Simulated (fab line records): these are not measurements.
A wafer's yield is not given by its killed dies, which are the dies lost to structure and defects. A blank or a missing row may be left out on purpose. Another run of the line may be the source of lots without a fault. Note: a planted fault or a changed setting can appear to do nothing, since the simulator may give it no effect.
Which tool was responsible? :: flow sky130 :: 15 lots with 45 wafers sampled at 5 steps, on a route of 708 steps

== WHAT EACH GAUGE READ, for each wafer ==
Not one reading of a measure or inspect step in the record can be checked against a usual standard deviation.

== EACH LOT AND THE TOOL THAT RAN IT (in order: tool; ch and the chambers of the sampled wafers; start) ==
lot: L373
SKY_NWELL_RTA_28: rtp-anneal-02 ch 0, day 5 07:20
SKY_POLY_GATE_ETCH_15: rie-diel-02 ch 0,2, day 16 08:53
SKY_LDD_HVN_STRIP_09: plasma-asher-01 ch 0,1, day 20 05:01
SKY_LDD_LDN_COAT_02: litho-track-03 ch 0, day 22 02:34
SKY_LDD_LDN_STRIP_12: plasma-asher-04 ch 0,1, day 22 18:19

lot: L374
SKY_NWELL_RTA_28: rtp-anneal-01 ch 0, day 5 13:41
SKY_POLY_GATE_ETCH_15: rie-diel-04 ch 0,2,3, day 16 16:44
SKY_LDD_HVN_STRIP_09: plasma-asher-03 ch 0, day 20 13:11
SKY_LDD_LDN_COAT_02: litho-track-01 ch 0, day 22 10:57
SKY_LDD_LDN_STRIP_12: plasma-asher-03 ch 0,1, day 23 03:25

lot: L375
SKY_NWELL_RTA_28: rtp-anneal-02 ch 0, day 5 17:58
SKY_POLY_GATE_ETCH_15: rie-diel-03 ch 0,2,3, day 17 01:07
SKY_LDD_HVN_STRIP_09: plasma-asher-03 ch 0,1, day 21 01:44
SKY_LDD_LDN_COAT_02: litho-track-04 ch 0, day 22 23:53
SKY_LDD_LDN_STRIP_12: plasma-asher-04 ch 0,1, day 23 15:40

lot: L376
SKY_NWELL_RTA_28: rtp-anneal-01 ch 0, day 6 00:26
SKY_POLY_GATE_ETCH_15: rie-diel-02 ch 0,1,3, day 17 07:40
SKY_LDD_HVN_STRIP_09: plasma-asher-02 ch 0,1, day 21 07:49
SKY_LDD_LDN_COAT_02: litho-track-04 ch 0, day 23 04:58
SKY_LDD_LDN_STRIP_12: plasma-asher-04 ch 0,1, day 23 20:53

lot: L377
SKY_NWELL_RTA_28: rtp-anneal-02 ch 0, day 6 07:58
SKY_POLY_GATE_ETCH_15: rie-diel-04 ch 0,1, day 18 04:17
SKY_LDD_HVN_STRIP_09: plasma-asher-02 ch 0,1, day 22 03:58
SKY_LDD_LDN_COAT_02: litho-track-03 ch 0, day 24 01:13
SKY_LDD_LDN_STRIP_12: plasma-asher-04 ch 0,1, day 24 16:22

lot: L378
SKY_NWELL_RTA_28: rtp-anneal-01 ch 0, day 6 10:50
SKY_POLY_GATE_ETCH_15: rie-diel-02 ch 0,1,3, day 18 08:53
SKY_LDD_HVN_STRIP_09: plasma-asher-03 ch 1, day 22 07:37
SKY_LDD_LDN_COAT_02: litho-track-03 ch 0, day 24 05:03
SKY_LDD_LDN_STRIP_12: plasma-asher-04 ch 0, day 24 20:32

lot: L382
SKY_NWELL_RTA_28: rtp-anneal-01 ch 0, day 7 13:43
SKY_POLY_GATE_ETCH_15: rie-diel-03 ch 1,2,3, day 19 19:41
SKY_LDD_HVN_STRIP_09: plasma-asher-03 ch 0,1, day 23 19:43
SKY_LDD_LDN_COAT_02: litho-track-03 ch 0, day 25 16:48
SKY_LDD_LDN_STRIP_12: plasma-asher-03 ch 0,1, day 26 07:55

lot: L384
SKY_NWELL_RTA_28: rtp-anneal-02 ch 0, day 8 00:44
SKY_POLY_GATE_ETCH_15: rie-diel-02 ch 2,3, day 20 10:41
SKY_LDD_HVN_STRIP_09: plasma-asher-01 ch 0,1, day 24 10:46
SKY_LDD_LDN_COAT_02: litho-track-03 ch 0, day 26 06:40
SKY_LDD_LDN_STRIP_12: plasma-asher-01 ch 0,1, day 26 22:44

lot: L385
SKY_NWELL_RTA_28: rtp-anneal-02 ch 0, day 8 09:58
SKY_POLY_GATE_ETCH_15: rie-diel-03 ch 2,3, day 21 00:05
SKY_LDD_HVN_STRIP_09: plasma-asher-03 ch 0,1, day 24 21:39
SKY_LDD_LDN_COAT_02: litho-track-03 ch 0, day 26 17:37
SKY_LDD_LDN_STRIP_12: plasma-asher-04 ch 0,1, day 27 08:46

lot: L391
SKY_NWELL_RTA_28: rtp-anneal-01 ch 0, day 10 05:36
SKY_POLY_GATE_ETCH_15: rie-diel-03 ch 2,3, day 23 09:32
SKY_LDD_HVN_STRIP_09: plasma-asher-02 ch 0,1, day 27 03:37
SKY_LDD_LDN_COAT_02: litho-track-04 ch 0, day 28 21:37
SKY_LDD_LDN_STRIP_12: plasma-asher-01 ch 0,1, day 29 12:40

lot: L390
SKY_NWELL_RTA_28: rtp-anneal-02 ch 0, day 10 05:59
SKY_POLY_GATE_ETCH_15: rie-diel-02 ch 1,2,3, day 23 12:05
SKY_LDD_HVN_STRIP_09: plasma-asher-02 ch 0, day 27 07:07
SKY_LDD_LDN_COAT_02: litho-track-04 ch 0, day 29 02:34
SKY_LDD_LDN_STRIP_12: plasma-asher-01 ch 0,1, day 29 16:59

lot: L392
SKY_NWELL_RTA_28: rtp-anneal-01 ch 0, day 10 14:26
SKY_POLY_GATE_ETCH_15: rie-diel-04 ch 1,3, day 23 21:11
SKY_LDD_HVN_STRIP_09: plasma-asher-01 ch 0,1, day 27 16:25
SKY_LDD_LDN_COAT_02: litho-track-01 ch 0, day 29 11:06
SKY_LDD_LDN_STRIP_12: plasma-asher-01 ch 0,1, day 30 01:20

lot: L394
SKY_NWELL_RTA_28: rtp-anneal-02 ch 0, day 10 19:29
SKY_POLY_GATE_ETCH_15: rie-diel-04 ch 0,1,2, day 24 07:47
SKY_LDD_HVN_STRIP_09: plasma-asher-03 ch 0,1, day 28 02:49
SKY_LDD_LDN_COAT_02: litho-track-01 ch 0, day 29 20:12
SKY_LDD_LDN_STRIP_12: plasma-asher-04 ch 0,1, day 30 10:46

lot: L395
SKY_NWELL_RTA_28: rtp-anneal-01 ch 0, day 10 21:14
SKY_POLY_GATE_ETCH_15: rie-diel-03 ch 0,1,2, day 24 12:41
SKY_LDD_HVN_STRIP_09: plasma-asher-01 ch 0,1, day 28 07:40
SKY_LDD_LDN_COAT_02: litho-track-03 ch 0, day 30 01:19
SKY_LDD_LDN_STRIP_12: plasma-asher-01 ch 0,1, day 30 16:25

lot: L396
SKY_NWELL_RTA_28: rtp-anneal-01 ch 0, day 11 03:41
SKY_POLY_GATE_ETCH_15: rie-diel-04 ch 0,1,3, day 24 15:35
SKY_LDD_HVN_STRIP_09: plasma-asher-02 ch 0,1, day 28 10:22
SKY_LDD_LDN_COAT_02: litho-track-01 ch 0, day 30 04:23
SKY_LDD_LDN_STRIP_12: plasma-asher-01 ch 0,1, day 30 19:08
- SKY_NWELL_RTA_28: time 30 s.
- SKY_POLY_GATE_ETCH_15: etches BARC in N2/H2, stops on SiO2, time 118.5 s, target depth 110 nm.
- SKY_LDD_HVN_STRIP_09: strips in O2/N2.
- SKY_LDD_LDN_COAT_02: resist thk 1140 nm.
- SKY_LDD_LDN_STRIP_12: strips in O2/N2.

== WHAT THE TOOLS THEMSELVES READ (means of the sampled wafers that have a number; where no wafer has one, the mark that the record gives instead) ==
SKY_NWELL_RTA_28.
lot: L373
tool: rtp-anneal-02
lamp-power-pct (%): 25.23
ramp-down-c-per-s: 90.001
ramp-up-c-per-s: 150.03
wafer_temp_C_max: 1055.5

lot: L374
tool: rtp-anneal-01
lamp-power-pct (%): 25.32
ramp-down-c-per-s: 90.015
ramp-up-c-per-s: 150.02
wafer_temp_C_max: 1055.0

lot: L375
tool: rtp-anneal-02
lamp-power-pct (%): 25.32
ramp-down-c-per-s: 90.008
ramp-up-c-per-s: 150.01
wafer_temp_C_max: 1054.9

lot: L376
tool: rtp-anneal-01
lamp-power-pct (%): 25.35
ramp-down-c-per-s: 89.997
ramp-up-c-per-s: 149.99
wafer_temp_C_max: 1054.5

lot: L377
tool: rtp-anneal-02
lamp-power-pct (%): 25.30
ramp-down-c-per-s: 89.988
ramp-up-c-per-s: 149.98
wafer_temp_C_max: 1054.7

lot: L378
tool: rtp-anneal-01
lamp-power-pct (%): 25.25
ramp-down-c-per-s: 90.000
ramp-up-c-per-s: 149.98
wafer_temp_C_max: 1055.2

lot: L382
tool: rtp-anneal-01
lamp-power-pct (%): 25.30
ramp-down-c-per-s: 90.012
ramp-up-c-per-s: 149.99
wafer_temp_C_max: 1054.6

lot: L384
tool: rtp-anneal-02
lamp-power-pct (%): 25.32
ramp-down-c-per-s: 90.017
ramp-up-c-per-s: 150.02
wafer_temp_C_max: 1054.1

lot: L385
tool: rtp-anneal-02
lamp-power-pct (%): 25.29
ramp-down-c-per-s: 89.987
ramp-up-c-per-s: 150.01
wafer_temp_C_max: 1054.7

lot: L391
tool: rtp-anneal-01
lamp-power-pct (%): 25.35
ramp-down-c-per-s: 90.004
ramp-up-c-per-s: 150.00
wafer_temp_C_max: 1054.7

lot: L390
tool: rtp-anneal-02
lamp-power-pct (%): 25.30
ramp-down-c-per-s: 90.007
ramp-up-c-per-s: 149.98
wafer_temp_C_max: 1054.3

lot: L392
tool: rtp-anneal-01
lamp-power-pct (%): 25.32
ramp-down-c-per-s: 90.009
ramp-up-c-per-s: 150.01
wafer_temp_C_max: 1055.2

lot: L394
tool: rtp-anneal-02
lamp-power-pct (%): 25.27
ramp-down-c-per-s: 89.997
ramp-up-c-per-s: 149.99
wafer_temp_C_max: 1054.4

lot: L395
tool: rtp-anneal-01
lamp-power-pct (%): 25.31
ramp-down-c-per-s: 89.992
ramp-up-c-per-s: 149.98
wafer_temp_C_max: 1053.6

lot: L396
tool: rtp-anneal-01
lamp-power-pct (%): 25.34
ramp-down-c-per-s: 90.009
ramp-up-c-per-s: 150.02
wafer_temp_C_max: 1054.7

SKY_POLY_GATE_ETCH_15.
lot: L373
tool: rie-diel-02
drypump-motor-current-A (A): 5.5
oes-product-au (a.u.): 0.718
rf-fwd-power-W (W): 499.9
throttle-valve-pct (%): 13.211

lot: L374
tool: rie-diel-04
drypump-motor-current-A (A): 5.5
oes-product-au (a.u.): 0.712
rf-fwd-power-W (W): 497.2
throttle-valve-pct (%): 13.208

lot: L375
tool: rie-diel-03
drypump-motor-current-A (A): 5.6
oes-product-au (a.u.): 0.720
rf-fwd-power-W (W): 498.1
throttle-valve-pct (%): 13.212

lot: L376
tool: rie-diel-02
drypump-motor-current-A (A): 5.3
oes-product-au (a.u.): 0.711
rf-fwd-power-W (W): 497.0
throttle-valve-pct (%): 13.208

lot: L377
tool: rie-diel-04
drypump-motor-current-A (A): 6.1
oes-product-au (a.u.): 0.722
rf-fwd-power-W (W): 497.3
throttle-valve-pct (%): 13.220

lot: L378
tool: rie-diel-02
drypump-motor-current-A (A): 5.3
oes-product-au (a.u.): 0.711
rf-fwd-power-W (W): 496.6
throttle-valve-pct (%): 13.216

lot: L382
tool: rie-diel-03
drypump-motor-current-A (A): 5.5
oes-product-au (a.u.): 0.714
rf-fwd-power-W (W): 497.5
throttle-valve-pct (%): 13.207

lot: L384
tool: rie-diel-02
drypump-motor-current-A (A): 5.7
oes-product-au (a.u.): 0.716
rf-fwd-power-W (W): 498.0
throttle-valve-pct (%): 13.220

lot: L385
tool: rie-diel-03
drypump-motor-current-A (A): 5.6
oes-product-au (a.u.): 0.722
rf-fwd-power-W (W): 498.9
throttle-valve-pct (%): 13.206

lot: L391
tool: rie-diel-03
drypump-motor-current-A (A): 5.5
oes-product-au (a.u.): 0.719
rf-fwd-power-W (W): 497.6
throttle-valve-pct (%): 13.208

lot: L390
tool: rie-diel-02
drypump-motor-current-A (A): 5.5
oes-product-au (a.u.): 0.713
rf-fwd-power-W (W): 497.2
throttle-valve-pct (%): 13.214

lot: L392
tool: rie-diel-04
drypump-motor-current-A (A): 5.9
oes-product-au (a.u.): 0.717
rf-fwd-power-W (W): 497.5
throttle-valve-pct (%): 13.201

lot: L394
tool: rie-diel-04
drypump-motor-current-A (A): 5.7
oes-product-au (a.u.): 0.718
rf-fwd-power-W (W): 496.0
throttle-valve-pct (%): 13.208

lot: L395
tool: rie-diel-03
drypump-motor-current-A (A): 5.5
oes-product-au (a.u.): 0.714
rf-fwd-power-W (W): 497.8
throttle-valve-pct (%): 13.223

lot: L396
tool: rie-diel-04
drypump-motor-current-A (A): 5.8
oes-product-au (a.u.): 0.717
rf-fwd-power-W (W): 497.0
throttle-valve-pct (%): 13.208

SKY_LDD_HVN_STRIP_09.
lot: L373
tool: plasma-asher-01
drypump-motor-current-A (A): 5.3
oes-product-au (a.u.): 0.405
strip-time-to-endpoint-s (s): 4.131

lot: L374
tool: plasma-asher-03
drypump-motor-current-A (A): 6.5
oes-product-au (a.u.): 0.412
strip-time-to-endpoint-s (s): 4.139

lot: L375
tool: plasma-asher-03
drypump-motor-current-A (A): 6.3
oes-product-au (a.u.): 0.407
strip-time-to-endpoint-s (s): 4.135

lot: L376
tool: plasma-asher-02
drypump-motor-current-A (A): 5.6
oes-product-au (a.u.): 0.407
strip-time-to-endpoint-s (s): 4.136

lot: L377
tool: plasma-asher-02
drypump-motor-current-A (A): 5.8
oes-product-au (a.u.): 0.406
strip-time-to-endpoint-s (s): 4.132

lot: L378
tool: plasma-asher-03
drypump-motor-current-A (A): 5.8
oes-product-au (a.u.): 0.408
strip-time-to-endpoint-s (s): 4.136

lot: L382
tool: plasma-asher-03
drypump-motor-current-A (A): 6.0
oes-product-au (a.u.): 0.409
strip-time-to-endpoint-s (s): 4.139

lot: L384
tool: plasma-asher-01
drypump-motor-current-A (A): 5.5
oes-product-au (a.u.): 0.408
strip-time-to-endpoint-s (s): 4.147

lot: L385
tool: plasma-asher-03
drypump-motor-current-A (A): 6.0
oes-product-au (a.u.): 0.406
strip-time-to-endpoint-s (s): 4.128

lot: L391
tool: plasma-asher-02
drypump-motor-current-A (A): 5.8
oes-product-au (a.u.): 0.411
strip-time-to-endpoint-s (s): 4.127

lot: L390
tool: plasma-asher-02
drypump-motor-current-A (A): 5.3
oes-product-au (a.u.): 0.409
strip-time-to-endpoint-s (s): 4.150

lot: L392
tool: plasma-asher-01
drypump-motor-current-A (A): 5.3
oes-product-au (a.u.): 0.413
strip-time-to-endpoint-s (s): 4.148

lot: L394
tool: plasma-asher-03
drypump-motor-current-A (A): 6.3
oes-product-au (a.u.): 0.403
strip-time-to-endpoint-s (s): 4.110

lot: L395
tool: plasma-asher-01
drypump-motor-current-A (A): 5.5
oes-product-au (a.u.): 0.406
strip-time-to-endpoint-s (s): 4.118

lot: L396
tool: plasma-asher-02
drypump-motor-current-A (A): 5.6
oes-product-au (a.u.): 0.409
strip-time-to-endpoint-s (s): 4.134

SKY_LDD_LDN_STRIP_12.
lot: L373
tool: plasma-asher-04
drypump-motor-current-A (A): 5.8
oes-product-au (a.u.): 0.714
strip-time-to-endpoint-s (s): 14.17

lot: L374
tool: plasma-asher-03
drypump-motor-current-A (A): 6.3
oes-product-au (a.u.): 0.715
strip-time-to-endpoint-s (s): 14.22

lot: L375
tool: plasma-asher-04
drypump-motor-current-A (A): 5.8
oes-product-au (a.u.): 0.712
strip-time-to-endpoint-s (s): 14.24

lot: L376
tool: plasma-asher-04
drypump-motor-current-A (A): 5.8
oes-product-au (a.u.): 0.714
strip-time-to-endpoint-s (s): 14.19

lot: L377
tool: plasma-asher-04
drypump-motor-current-A (A): 5.8
oes-product-au (a.u.): 0.716
strip-time-to-endpoint-s (s): 14.16

lot: L378
tool: plasma-asher-04
drypump-motor-current-A (A): 5.7
oes-product-au (a.u.): 0.715
strip-time-to-endpoint-s (s): 14.20

lot: L382
tool: plasma-asher-03
drypump-motor-current-A (A): 6.3
oes-product-au (a.u.): 0.422
strip-time-to-endpoint-s (s): 4.57

lot: L384
tool: plasma-asher-01
drypump-motor-current-A (A): 5.5
oes-product-au (a.u.): 0.425
strip-time-to-endpoint-s (s): 4.55

lot: L385
tool: plasma-asher-04
drypump-motor-current-A (A): 5.8
oes-product-au (a.u.): 0.426
strip-time-to-endpoint-s (s): 4.58

lot: L391
tool: plasma-asher-01
drypump-motor-current-A (A): 5.3
oes-product-au (a.u.): 0.712
strip-time-to-endpoint-s (s): 14.21

lot: L390
tool: plasma-asher-01
drypump-motor-current-A (A): 5.3
oes-product-au (a.u.): 0.712
strip-time-to-endpoint-s (s): 14.15

lot: L392
tool: plasma-asher-01
drypump-motor-current-A (A): 5.3
oes-product-au (a.u.): 0.721
strip-time-to-endpoint-s (s): 14.19

lot: L394
tool: plasma-asher-04
drypump-motor-current-A (A): 5.8
oes-product-au (a.u.): 0.718
strip-time-to-endpoint-s (s): 14.16

lot: L395
tool: plasma-asher-01
drypump-motor-current-A (A): 5.5
oes-product-au (a.u.): 0.711
strip-time-to-endpoint-s (s): 14.16

lot: L396
tool: plasma-asher-01
drypump-motor-current-A (A): 5.5
oes-product-au (a.u.): 0.713
strip-time-to-endpoint-s (s): 14.18

== THE ANSWER, worked out from the rows above alone ==
Rule: the usual values come from the lots themselves. Put in order of their means at a reading, lots are off if they are a third of the lots or fewer, leave a main group of 4 or more, and stand apart from it by a gap of 3 or more times the standard deviation of the main group's means; of several such gaps the widest counts. The tables above print the reading to a certain number of digits; a main group whose means all agree to those digits is not used. Also off: a lot with no number at a reading for which 4 or more lots have one. Any other lot the step has rows for is counted as sound. First the gauges in route order, then the tools' own readings, where a lot's mean is used as printed above. At the first step where some lot is off, the reading lying furthest off is the one used; lots without a number count as furthest.
Off: L382, L384, L385, at SKY_LDD_LDN_STRIP_12 (strip-time-to-endpoint-s). The main group: mean 14.19 s, standard deviation 0.027.
If a tool, at that step or one of the process steps before it, ran each lot that is off and ran no sound lot following the first of them, it fits. Of those tried, none fits.

== WHAT HAD BEEN PUT IN BY THE SIMULATOR ==
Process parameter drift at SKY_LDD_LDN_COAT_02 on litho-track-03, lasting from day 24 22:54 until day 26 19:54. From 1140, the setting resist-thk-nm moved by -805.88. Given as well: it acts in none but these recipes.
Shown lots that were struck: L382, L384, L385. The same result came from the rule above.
